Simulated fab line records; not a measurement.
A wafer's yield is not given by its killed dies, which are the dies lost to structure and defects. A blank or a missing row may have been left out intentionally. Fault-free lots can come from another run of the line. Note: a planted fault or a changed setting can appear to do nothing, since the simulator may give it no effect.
fab line records	flow sky130
[record] lots = 10	wafers = 30	lastDay = 50
route steps=708 shown VIA4@650 METAL5@662 PAD_OPEN@708
lots with no fault: from the same line, run without faults
startH: hours from the record's opening day to when the first of the lot's shown wafers began	waitH: how many hours have passed since the lot's step before this one	" identical to the entry in the row above	L1.1+2: a row that stands for several wafers	- either no value or no given start	* or withheld: withheld	< > ~ a bound
route shown NAME@n: NAME is a module with steps in the file, n the number in the route of the first one	usual: average and standard deviation across the fault-free wafers	same: alike in all rows	chamber/n: place in a boat	sites: each site's reading	_std_site: how widely they spread, as a standard deviation	_edge_site: inner sites' mean taken away from outer sites' mean	radiusMm: for every site, how far away it sits from the centre of the wafer	mask NAME#n: copy n	behind: the tool/chamber that last shaped the wafer	hold: why the lot went on hold/how many hours it stayed there/how the hold came to an end	device: names the non-switching transistor (n, p or np)	end of line: at the end of the route, the tests of the same wafers	for a step that has no rows: nothing shown but its recipe	killed: not the wafer's yield, but the dies lost to structure and defects at the first sort	map: a wafer's dies, marking killed ones x, the rest . and places with no die _
set.NAME: the run value of the setting; set.NAME@STEP: its run value at that earlier step	model.NAME: the simulator's own value behind a step, which no gauge read
steps of the route over a sample of lots; a table a step, a row a wafer
services: a tool's chamber out of use, with start hour (startH, from the record's first day; less than 0 if before it), hours out, and reason
[[steps]]
[step SKY_VIA4_OVL_MEAS_11]
[usual] VIA4_OVL = 0.8/1.5
lot.wafer	tool	chamber	startH	waitH	VIA4_OVL[nm]
L178.2	overlay-02	-	1025.63	0.1	-0.5
L178.4	"	-	"	"	-1.5
L178.6	"	-	"	"	-0.3
L179.3	overlay-01	-	1052.11	0.1	-1.1
L179.4	"	-	"	"	-1.1
L179.6	"	-	"	"	-1.7
L182.1	overlay-02	-	1054.35	0.1	2.6
L182.4	"	-	"	"	1.2
L182.5	"	-	"	"	1.8
L184.3	overlay-02	-	1061.66	0.1	0.8
L184.5	"	-	"	"	1.5
L184.6	"	-	"	"	3.0
L190.3	overlay-01	-	1094.55	0.1	-0.8
L190.5	"	-	"	"	-0.9
L190.6	"	-	"	"	-1.1
L193.1	overlay-02	-	1115.62	0.1	1.5
L193.3	"	-	"	"	-0.7
L193.4	"	-	"	"	0.7
L194.3	overlay-02	-	1121.11	0.1	0.8
L194.4	"	-	"	"	2.5
L194.6	"	-	"	"	0.5
L196.1	overlay-02	-	1125.50	0.1	1.1
L196.5	"	-	"	"	-0.3
L196.6	"	-	"	"	1.2
L197.1	overlay-02	-	1133.64	0.1	2.7
L197.2	"	-	"	"	0.1
L197.5	"	-	"	"	-0.4
L198.1	overlay-02	-	1139.17	0.1	1.2
L198.4	"	-	"	"	1.0
L198.5	"	-	"	"	1.9
[step SKY_VIA4_SPUTTER_17]
[recipe] material = TiN	targetThkNm = 20	chamberPressurePa = 5	powerW = 4000	timeS = 80
[usual] throttleValvePct = 30.1/0.71
lot.wafer	tool	chamber	startH	waitH	throttleValvePct
L178.2	pvdSputter-04	-	1026.35	0.0	29.7
L178.4	"	-	"	"	30.8
L178.6	"	-	"	"	29.5
L179.3	pvdSputter-03	-	1052.80	0.0	30.5
L179.4	"	-	"	"	30.6
L179.6	"	-	"	"	30.7
L182.1	pvdSputter-01	-	1055.05	0.0	29.1
L182.4	"	-	"	"	31.0
L182.5	"	-	"	"	29.0
L184.3	pvdSputter-01	-	1062.35	0.0	30.0
L184.5	"	-	"	"	28.9
L184.6	"	-	"	"	31.1
L190.3	pvdSputter-04	-	1095.28	0.0	30.0
L190.5	"	-	"	"	29.9
L190.6	"	-	"	"	30.9
L193.1	pvdSputter-04	-	1116.37	0.0	30.3
L193.3	"	-	"	"	28.9
L193.4	"	-	"	"	30.9
L194.3	pvdSputter-03	-	1121.80	0.0	30.7
L194.4	"	-	"	"	30.8
L194.6	"	-	"	"	30.8
L196.1	pvdSputter-01	-	1126.20	0.0	30.6
L196.5	"	-	"	"	29.6
L196.6	"	-	"	"	31.0
L197.1	pvdSputter-03	-	1134.34	0.0	30.3
L197.2	"	-	"	"	30.9
L197.5	"	-	"	"	30.7
L198.1	pvdSputter-01	-	1139.87	0.0	29.1
L198.4	"	-	"	"	29.8
L198.5	"	-	"	"	30.6
[step SKY_METAL5_SPUTTER_01]
[recipe] material = TiN	targetThkNm = 20	powerW = 6500	timeS = 16.7	chamberPressurePa = 0.4
[usual] throttleValvePct = 29.9/0.83
lot.wafer	tool	chamber	startH	waitH	throttleValvePct
L178.2	pvdSputter-02	-	1027.07	0.0	30.6
L178.4	"	-	"	"	30.1
L178.6	"	-	"	"	30.3
L179.3	pvdSputter-02	-	1053.52	0.0	28.7
L179.4	"	-	"	"	29.8
L179.6	"	-	"	"	30.4
L182.1	pvdSputter-01	-	1055.77	0.0	30.5
L182.4	"	-	"	"	31.0
L182.5	"	-	"	"	28.9
L184.3	pvdSputter-04	-	1063.07	0.0	29.7
L184.5	"	-	"	"	28.8
L184.6	"	-	"	"	30.2
L190.3	pvdSputter-02	-	1095.99	0.0	29.8
L190.5	"	-	"	"	28.8
L190.6	"	-	"	"	29.9
L193.1	pvdSputter-02	-	1117.08	0.0	30.7
L193.3	"	-	"	"	30.0
L193.4	"	-	"	"	28.6
L194.3	pvdSputter-01	-	1122.52	0.0	29.6
L194.4	"	-	"	"	30.5
L194.6	"	-	"	"	29.0
L196.1	pvdSputter-04	-	1126.92	0.0	30.7
L196.5	"	-	"	"	30.1
L196.6	"	-	"	"	29.1
L197.1	pvdSputter-01	-	1135.08	0.0	30.5
L197.2	"	-	"	"	28.9
L197.5	"	-	"	"	29.7
L198.1	pvdSputter-04	-	1140.59	0.0	29.0
L198.4	"	-	"	"	29.5
L198.5	"	-	"	"	30.2
[step SKY_METAL5_SPUTTER_02]
[recipe] material = AlCu	targetThkNm = 1150	powerW = 10600	timeS = 61.2	chamberPressurePa = 0.4
[usual] throttleValvePct = 29.9/0.83
lot.wafer	tool	chamber	startH	waitH	throttleValvePct
L178.2	pvdSputter-02	-	1027.09	0.0	30.7
L178.4	"	-	"	"	30.4
L178.6	"	-	"	"	30.3
L179.3	pvdSputter-02	-	1053.54	0.0	28.7
L179.4	"	-	"	"	29.9
L179.6	"	-	"	"	30.7
L182.1	pvdSputter-01	-	1055.79	0.0	30.8
L182.4	"	-	"	"	31.1
L182.5	"	-	"	"	29.0
L184.3	pvdSputter-04	-	1063.09	0.0	29.8
L184.5	"	-	"	"	29.1
L184.6	"	-	"	"	30.2
L190.3	pvdSputter-02	-	1096.02	0.0	29.9
L190.5	"	-	"	"	28.9
L190.6	"	-	"	"	30.2
L193.1	pvdSputter-02	-	1117.11	0.0	30.7
L193.3	"	-	"	"	29.9
L193.4	"	-	"	"	28.7
L194.3	pvdSputter-01	-	1122.54	0.0	29.8
L194.4	"	-	"	"	30.5
L194.6	"	-	"	"	28.8
L196.1	pvdSputter-04	-	1126.94	0.0	31.2
L196.5	"	-	"	"	30.0
L196.6	"	-	"	"	28.8
L197.1	pvdSputter-01	-	1135.11	0.0	30.8
L197.2	"	-	"	"	29.1
L197.5	"	-	"	"	29.7
L198.1	pvdSputter-04	-	1140.61	0.0	28.9
L198.4	"	-	"	"	29.6
L198.5	"	-	"	"	30.4
[step SKY_METAL5_RS_MEAS_05]
[recipe] thkMeasGauge = four-point-probe	reads = TiN_of_METAL5_SPUTTER_04+Ti_of_METAL5_SPUTTER_03+AlCu_of_METAL5_SPUTTER_02+TiN_of_METAL5_SPUTTER_01+Ti_of_METAL5_SPUTTER_00
[usual] METAL5_ALCU_RS = 0.0271/0.00019
lot.wafer	tool	chamber	startH	waitH	METAL5_ALCU_RS[ohm/sq]
L178.2	filmMetro-02	-	1027.23	0.0	0.02723
L178.4	"	-	"	"	0.02732
L178.6	"	-	"	"	0.02734
L179.3	filmMetro-02	-	1053.70	0.1	0.02715
L179.4	"	-	"	"	0.02722
L179.6	"	-	"	"	0.02715
L182.1	filmMetro-03	-	1055.91	0.0	0.02743
L182.4	"	-	"	"	0.02744
L182.5	"	-	"	"	0.02728
L184.3	filmMetro-04	-	1063.25	0.1	0.02665
L184.5	"	-	"	"	0.02702
L184.6	"	-	"	"	0.02709
L190.3	filmMetro-03	-	1096.18	0.1	0.02728
L190.5	"	-	"	"	0.027
L190.6	"	-	"	"	0.02115
L193.1	filmMetro-02	-	1117.23	0.0	0.02693
L193.3	"	-	"	"	0.02717
L193.4	"	-	"	"	0.02094
L194.3	filmMetro-03	-	1122.70	0.1	0.02709
L194.4	"	-	"	"	0.02723
L194.6	"	-	"	"	0.02708
L196.1	filmMetro-04	-	1127.06	0.0	0.02711
L196.5	"	-	"	"	0.02696
L196.6	"	-	"	"	0.02713
L197.1	filmMetro-03	-	1135.23	0.0	0.02711
L197.2	"	-	"	"	0.02689
L197.5	"	-	"	"	0.02707
L198.1	filmMetro-03	-	1140.73	0.0	0.02717
L198.4	"	-	"	"	0.02701
L198.5	"	-	"	"	0.0274
[step SKY_METAL5_THK_MEAS_06]
[recipe] thkMeasGauge = xrf	reads = AlCu_of_METAL5_SPUTTER_02
[usual] METAL5_ALCU_THK = 1163/11
lot.wafer	tool	chamber	startH	waitH	METAL5_ALCU_THK[nm]
L178.2	filmMetro-02	-	1027.34	0.1	1159
L178.4	"	-	"	"	1153
L178.6	"	-	"	"	1154
L179.3	filmMetro-02	-	1053.80	0.1	1151
L179.4	"	-	"	"	1148
L179.6	"	-	"	"	1154
L182.1	filmMetro-03	-	1056.03	0.1	1154
L182.4	"	-	"	"	1153
L182.5	"	-	"	"	1146
L184.3	filmMetro-04	-	1063.35	0.1	1186
L184.5	"	-	"	"	1168
L184.6	"	-	"	"	1163
L190.3	filmMetro-03	-	1096.28	0.1	1166
L190.5	"	-	"	"	1169
L190.6	"	-	"	"	1504
L193.1	filmMetro-02	-	1117.35	0.1	1161
L193.3	"	-	"	"	1149
L193.4	"	-	"	"	1481
L194.3	filmMetro-03	-	1122.80	0.1	1174
L194.4	"	-	"	"	1162
L194.6	"	-	"	"	1176
L196.1	filmMetro-04	-	1127.18	0.1	1158
L196.5	"	-	"	"	1165
L196.6	"	-	"	"	1157
L197.1	filmMetro-03	-	1135.35	0.1	1169
L197.2	"	-	"	"	1173
L197.5	"	-	"	"	1170
L198.1	filmMetro-03	-	1140.85	0.1	1165
L198.4	"	-	"	"	1174
L198.5	"	-	"	"	1144
[step SKY_METAL5_METAL_ETCH_15]
[recipe] targetDepthA = 12600	stopOn = SiO2	overEtchFrac = 0.2	timeS = 252	chemistry = Cl2/BCl3	resistSidewallDeg = 86	pressureMtorr = 10	icpW = 900	biasW = 48.5	Cl2_flow_sccm = 60	bcl3FlowSccm = 30
[usual] bcl3FlowSccm = 30.00/0.085	drypumpMotorCurrentA = 5.8/0.33	oesProductAu = 0.894/0.0051	throttleValvePct = 22.264/0.0092
lot.wafer	tool	chamber	startH	waitH	bcl3FlowSccm	drypumpMotorCurrentA	oesProductAu	rfHoursCounterH	throttleValvePct
L178.2	rieMetal-04	0	1049.33	0.0	29.88	5.4	0.900	12	22.260
L178.4	"	0	"	"	30.02	5.4	0.893	-	22.267
L178.6	"	0	"	"	29.92	5.4	0.887	-	22.267
L179.3	rieMetal-03	1	1074.86	0.1	29.98	5.6	0.889	-	22.261
L179.4	"	0	"	"	30.08	5.6	0.890	-	22.269
L179.6	"	1	"	"	29.92	5.6	0.894	-	22.245
L182.1	rieMetal-03	0	1077.47	0.0	29.95	5.6	0.897	1	22.251
L182.4	"	1	"	"	30.05	5.6	0.896	-	22.259
L182.5	"	0	"	"	30.03	5.6	0.889	-	22.259
L184.3	rieMetal-04	1	1083.70	0.1	29.92	6.4	0.895	-	22.271
L184.5	"	1	"	"	29.95	6.4	0.894	-	22.265
L184.6	"	0	"	"	30.00	5.4	0.895	-	22.255
L190.3	rieMetal-03	0	1115.65	0.1	30.08	5.5	0.880	-	22.272
L190.5	"	0	"	"	29.99	5.6	0.901	-	22.257
L190.6	"	1	"	"	30.10	5.6	0.987	-	22.263
L193.1	rieMetal-01	1	1136.73	0.0	30.10	6.0	0.896	26	22.272
L193.3	"	1	"	"	30.03	6.0	0.888	-	22.244
L193.4	"	0	"	"	29.86	6.2	0.988	-	22.271
L194.3	rieMetal-01	0	1141.71	0.1	30.07	6.2	0.893	-	22.259
L194.4	"	1	"	"	29.88	6.0	0.894	-	22.258
L194.6	"	1	"	"	30.07	6.1	0.898	-	22.271
L196.1	rieMetal-04	0	1146.09	0.0	29.93	5.4	0.897	19	22.263
L196.5	"	0	"	"	29.98	5.4	0.899	-	22.264
L196.6	"	1	"	"	29.93	6.3	0.892	-	22.274
L197.1	rieMetal-03	0	1152.79	0.0	29.86	5.6	0.885	7	22.265
L197.2	"	1	"	"	30.00	5.6	0.884	23	22.269
L197.5	"	0	"	"	29.85	5.6	0.880	-	22.276
L198.1	rieMetal-03	0	1159.22	0.0	29.98	5.6	0.898	8	22.270
L198.4	"	0	"	"	29.99	5.6	0.903	-	22.263
L198.5	"	1	"	"	30.03	5.6	0.897	-	22.262
[step SKY_PAD_OPEN_PROBE_99]
[usual] defectLimitedYield = 82.2/1.9	killed_at_M0_to_M3 = 43/6.5	killed_at_M4_up = 3.5/1.9	killedAtContacts = 24/5.4	killedAtFrontEnd = 16/4.8	killedAtOther = 0.4/0.64	killedDies = 87/9.4	killedOnRim = 18/4.1	killedOpen = 47/7	killedShort = 40/6.3	sort_bin_3_pad_short = 0.9/0.4	sort_bin_5_function = 10.5/1.4	sort_bin_6_memory = 6.3/1.1	sortNPass = 405/9.4	sortYieldPct = 82.2/1.9
[same] grossDies = 492	killedAtBackSide = 0	sort_bin_4_leakage[%] = 0	sort_bin_8_speed[%] = 0
lot.wafer	tool	chamber	startH	waitH	defectLimitedYield[%]	killed_at_M0_to_M3	killed_at_M4_up	killedAtContacts	killedAtFrontEnd	killedAtOther	killedDies	killedOnRim	killedOpen	killedShort	sort_bin_3_pad_short[%]	sort_bin_5_function[%]	sort_bin_6_memory[%]	sortNPass	sortYieldPct[%]
L178.2	prober-02	-	1094.92	0.1	80.3	45	1	28	22	1	97	15	52	45	1.0	12.0	6.7	395	80.3
L178.4	prober-02	-	1095.02	0.2	80.1	42	1	31	24	0	98	19	54	43	1.6	11.4	6.9	394	80.1
L178.6	prober-02	-	1095.12	0.2	82.3	41	0	25	21	0	87	21	45	42	1.6	10.6	5.5	405	82.3
L190.3	prober-01	-	1157.41	0.2	81.5	46	1	29	15	0	91	12	44	47	0.8	10.0	7.7	401	81.5
L190.5	prober-01	-	1157.51	0.2	82.3	39	7	25	16	0	87	11	46	41	0.8	10.6	6.3	405	82.3
L190.6	prober-01	-	1157.56	0.2	26.6	42	280	18	19	2	361	78	32	54	0.8	66.7	5.9	131	26.6
L193.1	prober-02	-	1174.59	0.1	84.8	41	2	20	12	0	75	9	41	33	0.6	10.0	4.7	417	84.8
L193.3	prober-02	-	1174.69	0.2	82.3	48	3	20	16	0	87	20	51	34	0.6	9.1	7.9	405	82.3
L193.4	prober-02	-	1174.74	0.2	14.0	42	336	25	20	0	423	88	46	41	2.0	77.0	6.9	69	14.0
L194.3	prober-01	-	1179.64	0.2	79.5	55	2	27	17	0	101	19	60	41	1.4	12.0	7.1	391	79.5
L194.4	prober-01	-	1179.69	0.2	83.9	34	4	26	15	0	79	12	46	31	0.4	8.3	7.3	413	83.9
L194.6	prober-01	-	1179.79	0.2	81.7	51	4	26	9	0	90	16	56	34	1.0	10.2	7.1	402	81.7
L196.1	prober-01	-	1184.38	0.1	83.7	37	4	23	15	1	80	15	41	39	1.6	8.5	6.1	412	83.7
L196.5	prober-01	-	1184.58	0.2	82.1	46	3	22	16	1	88	26	43	43	0.8	11.6	5.5	404	82.1
L196.6	prober-01	-	1184.63	0.2	83.7	26	4	30	20	0	80	13	44	36	1.0	9.8	5.5	412	83.7
L197.1	prober-02	-	1188.81	0.1	79.9	53	2	28	15	1	99	23	59	40	0.2	13.6	6.3	393	79.9
L197.2	prober-02	-	1188.86	0.1	84.3	42	1	21	13	0	77	12	38	39	1.4	9.3	4.9	415	84.3
L197.5	prober-02	-	1189.01	0.2	79.1	43	8	35	17	0	103	24	63	40	0.6	13.6	6.7	389	79.1
L198.1	prober-01	-	1194.79	0.1	85.0	41	2	14	16	1	74	10	37	36	0.6	8.3	6.1	418	85.0
L198.4	prober-01	-	1194.94	0.2	82.1	34	5	29	20	0	88	23	45	42	0.8	10.6	6.5	404	82.1
L198.5	prober-01	-	1194.99	0.2	83.1	40	5	21	17	0	83	19	43	40	1.4	8.5	6.9	409	83.1
// killed by level:class
L178.2 VIA3:geometricParticle:open=11 LI_CONTACT:geometricParticle:open=8 VIA1:geometricParticle:open=8 CONTACT:geometricParticle:open=7 METAL1:geometricParticle:short=7 FIELD_ISO:geometricParticle:open=6 CONTACT:geometricParticle:short=6 LOCAL_INTERCONNECT:geometricParticle:short=5
L178.4 LI_CONTACT:geometricParticle:open=12 CONTACT:geometricParticle:open=12 METAL2:geometricParticle:short=9 POLY_GATE:geometricParticle:short=8 VIA2:geometricParticle:short=7 VIA2:geometricParticle:open=6 FIELD_ISO:geometricParticle:open=5 VIA1:geometricParticle:open=5
L178.6 LI_CONTACT:geometricParticle:open=9 CONTACT:geometricParticle:short=8 POLY_GATE:geometricParticle:short=6 METAL2:geometricParticle:short=6 VIA2:geometricParticle:open=6 FIELD_ISO:geometricParticle:short=5 POLY_GATE:geometricParticle:open=5 VIA1:geometricParticle:open=5
L190.3 VIA1:geometricParticle:open=14 CONTACT:geometricParticle:short=8 METAL1:geometricParticle:short=6 LOCAL_INTERCONNECT:geometricParticle:short=6 CONTACT:geometricParticle:open=6 VIA3:geometricParticle:open=6 POLY_GATE:geometricParticle:short=5 LI_CONTACT:geometricParticle:open=5
L190.5 VIA1:geometricParticle:open=10 LI_CONTACT:geometricParticle:open=9 CONTACT:geometricParticle:open=8 METAL4:geometricParticle:short=6 LOCAL_INTERCONNECT:geometricParticle:short=5 VIA3:geometricParticle:open=5 FIELD_ISO:geometricParticle:open=4 VIA2:geometricParticle:open=4
L190.6 METAL5:areaEtch=275 METAL2:geometricParticle:short=8 FIELD_ISO:geometricParticle:short=6 METAL1:geometricParticle:short=6 VIA1:geometricParticle:short=6 CONTACT:geometricParticle:open=5 LOCAL_INTERCONNECT:geometricParticle:short=5 VIA1:geometricParticle:open=5
L193.1 CONTACT:geometricParticle:open=11 VIA2:geometricParticle:open=11 VIA3:geometricParticle:open=8 METAL1:geometricParticle:short=5 VIA1:geometricParticle:short=4 LI_CONTACT:geometricParticle:open=4 VIA3:geometricParticle:short=4 POLY_GATE:geometricParticle:short=3
L193.3 VIA1:geometricParticle:open=12 VIA2:geometricParticle:open=10 LI_CONTACT:geometricParticle:open=7 CONTACT:geometricParticle:open=6 VIA1:geometricParticle:short=6 POLY_GATE:geometricParticle:open=5 LI_CONTACT:geometricParticle:short=5 METAL1:geometricParticle:short=5
L193.4 METAL5:areaEtch=334 VIA1:geometricParticle:open=13 CONTACT:geometricParticle:open=11 CONTACT:geometricParticle:short=7 VIA3:geometricParticle:open=7 FIELD_ISO:geometricParticle:open=6 POLY_GATE:geometricParticle:short=5 METAL1:geometricParticle:short=5
L194.3 VIA1:geometricParticle:open=19 VIA3:geometricParticle:open=10 LI_CONTACT:geometricParticle:open=9 VIA3:geometricParticle:short=8 FIELD_ISO:geometricParticle:open=6 CONTACT:geometricParticle:open=6 METAL2:geometricParticle:short=6 POLY_GATE:geometricParticle:short=4
L194.4 VIA1:geometricParticle:open=12 LI_CONTACT:geometricParticle:open=6 VIA3:geometricParticle:open=6 LI_CONTACT:geometricParticle:short=5 LOCAL_INTERCONNECT:geometricParticle:short=5 CONTACT:geometricParticle:short=5 VIA2:geometricParticle:open=5 POLY_GATE:geometricParticle:short=4
L194.6 VIA1:geometricParticle:open=11 VIA2:geometricParticle:open=10 LI_CONTACT:geometricParticle:open=8 CONTACT:geometricParticle:open=8 VIA3:geometricParticle:open=8 METAL1:geometricParticle:short=7 METAL2:geometricParticle:short=5 FIELD_ISO:geometricParticle:open=4
L196.1 CONTACT:geometricParticle:open=8 VIA1:geometricParticle:open=6 VIA2:geometricParticle:open=6 VIA3:geometricParticle:open=6 LI_CONTACT:geometricParticle:short=5 LI_CONTACT:geometricParticle:open=5 VIA3:geometricParticle:short=5 POLY_GATE:geometricParticle:open=4
L196.5 VIA1:geometricParticle:open=13 METAL1:geometricParticle:short=8 VIA3:geometricParticle:open=8 FIELD_ISO:geometricParticle:short=6 LI_CONTACT:geometricParticle:open=6 CONTACT:geometricParticle:open=6 METAL3:geometricParticle:short=5 FIELD_ISO:geometricParticle:open=4
L196.6 LOCAL_INTERCONNECT:geometricParticle:short=10 CONTACT:geometricParticle:open=10 VIA1:geometricParticle:open=8 LI_CONTACT:geometricParticle:open=7 VIA2:geometricParticle:open=6 FIELD_ISO:geometricParticle:short=5 FIELD_ISO:geometricParticle:open=5 POLY_GATE:geometricParticle:short=5
L197.1 LI_CONTACT:geometricParticle:open=10 VIA2:geometricParticle:open=10 VIA1:geometricParticle:open=9 VIA3:geometricParticle:open=9 CONTACT:geometricParticle:open=8 FIELD_ISO:geometricParticle:short=6 METAL1:geometricParticle:short=6 FIELD_ISO:geometricParticle:open=5
L197.2 VIA1:geometricParticle:open=12 CONTACT:geometricParticle:open=8 FIELD_ISO:geometricParticle:short=6 VIA1:geometricParticle:short=6 LI_CONTACT:geometricParticle:short=5 METAL1:geometricParticle:short=5 METAL3:geometricParticle:short=5 VIA3:geometricParticle:open=5
L197.5 CONTACT:geometricParticle:open=18 VIA1:geometricParticle:open=9 METAL2:geometricParticle:short=8 FIELD_ISO:geometricParticle:open=6 LI_CONTACT:geometricParticle:open=6 LOCAL_INTERCONNECT:geometricParticle:short=5 VIA2:geometricParticle:open=5 VIA3:geometricParticle:open=5
L198.1 METAL1:geometricParticle:short=7 METAL2:geometricParticle:short=6 FIELD_ISO:geometricParticle:open=5 VIA3:geometricParticle:open=5 METAL2:geometricParticle:open=5 FIELD_ISO:geometricParticle:short=4 LI_CONTACT:geometricParticle:open=4 CONTACT:geometricParticle:open=4
L198.4 LI_CONTACT:geometricParticle:open=8 CONTACT:geometricParticle:open=8 POLY_GATE:geometricParticle:open=6 VIA2:geometricParticle:open=6 POLY_GATE:geometricParticle:short=5 METAL2:geometricParticle:short=5 FIELD_ISO:geometricParticle:short=4 CONTACT:geometricParticle:short=4
L198.5 CONTACT:geometricParticle:open=9 VIA1:geometricParticle:open=7 VIA3:geometricParticle:open=6 METAL1:geometricParticle:short=6 POLY_GATE:geometricParticle:short=5 LI_CONTACT:geometricParticle:open=5 VIA2:geometricParticle:short=5 FIELD_ISO:geometricParticle:short=4
[[services]]
tool	chamber	startH	hours	kind
rieMetal-04	-	1003.65	1.4	pm
pvdSputter-04	-	1005.31	0.9	repair
rieMetal-03	0	1037.80	-	clean
rieMetal-03	0	1037.80	22.1	scheduledDown
rieMetal-03	0	1037.80	22.1	ventCycle
rieMetal-03	-	1081.76	0.7	repair
pvdSputter-02	-	1084.25	1.9	repair
pvdSputter-01	-	1097.50	1.3	repair
rieMetal-03	1	1123.01	1.9	repair
[[key]]
[firstSign] step = SKY_METAL5_RS_MEAS_05	reading = METAL5_ALCU_RS	direction = down	sigmas = 31	usual = 0.0271	struck = 0.02105
[effect] step = SKY_METAL5_THK_MEAS_06	reading = METAL5_ALCU_THK	direction = up	sigmas = 29	usual = 1163	struck = 1493
[effect] step = SKY_METAL5_METAL_ETCH_15	reading = oesProductAu	direction = up	sigmas = 18	usual = 0.894	struck = 0.987
[effect] step = SKY_PAD_OPEN_PROBE_99	reading = killed_at_M4_up	direction = up	sigmas = 99+	usual = 3.5	struck = 308
[moreKillsBornAt] SKY_METAL5_METAL_ETCH_15@rieMetal-01 = 334	SKY_METAL5_METAL_ETCH_15@rieMetal-03 = 275
metAt SKY_METAL5_SPUTTER_02
struckLots L190,L193
struckWafers L190.6,L193.4
laterRowsLeftOut L190.6,L193.4
notActingAt SKY_VIA4_OVL_MEAS_11,SKY_VIA4_SPUTTER_17,SKY_METAL5_SPUTTER_01
onsetBetween 1053.54 1096.02
[fault] kind = processParameterDrift	tool = pvdSputter-02	chamber = -	onsetH = 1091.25	steps = SKY_METAL5_SPUTTER_02	channel = targetThkNm	offset = 331.89	shape = step	endH = 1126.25	scope = struckWafersOnly	actsIn = theseRecipesOnly	stated = 1150
// laterRowsLeftOut: the simulator's readings of these wafers behind a module that went badly wrong aren't trusted and aren't shown, but for the sort
